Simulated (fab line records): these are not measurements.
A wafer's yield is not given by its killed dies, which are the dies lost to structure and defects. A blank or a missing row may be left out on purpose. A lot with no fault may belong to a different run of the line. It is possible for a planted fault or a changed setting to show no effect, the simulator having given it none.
Split-lot study -- flow gf180mcu -- route with 602 steps; 5 lots, 23 wafers read

SPLIT DETAILS
At GF_SAB_EXPOSE_06 (exposes mask SAB, target cd 420 nm), the setting dose_mj was moved away from the recipe's 140 on 8 of the 23 wafers read, by -7.1% to +3.6%. The other wafers ran this setting at the recipe's value.

FROM THE SPLIT TO THE READING: what the file shows between them, 2 steps
- GF_SAB_PEB_07
- GF_SAB_DEVELOP_08: develop time 62.18 s

THE READING
Shown in nm: cd_nm at GF_SAB_CD_MEAS_09, with target cd 420 nm. On this fab line, fault-free wafers typically give 420.5 nm with a standard deviation of 2.5 nm.

wafer,"tool, chamber at the split",dose_mj as run,against the recipe,"cd_nm, nm",against lot-mates on the recipe
L074.1,"iline_stepper-01, 0",130,-7.1%,446.9,+22.7
L074.2,"iline_stepper-01, 0",130,-7.1%,444.3,+20.1
L074.3,"iline_stepper-01, 0",140,recipe,426.6,-
L074.4,"iline_stepper-01, 0",140,recipe,424.0,-
L074.5,"iline_stepper-01, 0",140,recipe,422.1,-
L076.1,"iline_stepper-02, 0",135.1,-3.5%,433.1,+9.4
L076.3,"iline_stepper-02, 0",135.1,-3.5%,432.5,+8.8
L076.4,"iline_stepper-02, 0",140,recipe,423.7,-
L076.5,"iline_stepper-02, 0",140,recipe,426.5,-
L076.6,"iline_stepper-02, 0",140,recipe,421.0,-
L079.1,"iline_stepper-02, 0",140,recipe,420.0,-
L079.4,"iline_stepper-02, 0",140,recipe,421.4,-
L079.5,"iline_stepper-02, 0",140,recipe,420.4,-
L080.1,"iline_stepper-01, 0",140,recipe,418.1,-
L080.2,"iline_stepper-01, 0",140,recipe,417.8,-
L080.3,"iline_stepper-01, 0",140,recipe,417.7,-
L080.5,"iline_stepper-01, 0",130.5,-6.8%,437.6,+19.7
L080.6,"iline_stepper-01, 0",130.5,-6.8%,437.7,+19.8
L083.2,"iline_stepper-01, 0",140,recipe,422.9,-
L083.3,"iline_stepper-01, 0",145,+3.6%,410.3,-12.4
L083.4,"iline_stepper-01, 0",145,+3.6%,412.0,-10.7
L083.5,"iline_stepper-01, 0",140,recipe,422.2,-
L083.6,"iline_stepper-01, 0",140,recipe,423.0,-

FIT RESULTS
A straight line over all 23 wafers: cd_nm changes by -2.9 nm for each +1% of dose_mj; r = -0.96; the points scatter about the line by 2.8 nm.
The same after taking each lot's own level away (the mean of its wafers on the recipe; 23 wafers): -2.97 nm for each +1%; r = -0.99; scatter 1.3 nm.
According to that fit, moving dose_mj by its largest amount changes the reading by 21 nm.
The lots' own levels span 417.87 to 424.23 nm, that is 2.5 times the standard deviation above.
The two slopes are in agreement: the lot-to-lot level therefore moves the slope only a little.
Check: +20.6 nm against its lot-mates is what the line predicts for one of the wafers moved furthest among these (-7.1%) when that wafer is left out of the fit. Against them it came out at +22.7 nm.

FURTHER SPLITS ON THESE WAFERS
Other splits were also applied to these wafers ahead of the reading. Each is held against what the fit with the lots' levels taken away leaves over:
other split on the same wafers,wafers away from the commonest value,r with cd_nm (lot level and that fit taken away)
GF_NSD_IMPLANT_09 energy_kev,10,-0.26
GF_PSD_DEVELOP_06 dev_temp_c,10,-0.20
GF_SAB_COAT_04 resist_thk_nm,6,+0.68

THE WHOLE CHAIN: every reading that the file lists as answering this split, in the file's order
step,what it does,reading,change (the file's fit),r (the file's)
GF_SAB_DEVELOP_08,develop time 62.18 s,"SAB.cd_nm (the simulator's own value, which no gauge read)",-2.91 nm for each +1% of the setting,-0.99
GF_SAB_CD_MEAS_09,target cd 420 nm,cd_nm,-2.95 nm for each +1% of the setting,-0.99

FILE'S OWN FIT
cd_nm changes by -2.95 nm for each +1% of dose_mj, r = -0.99.
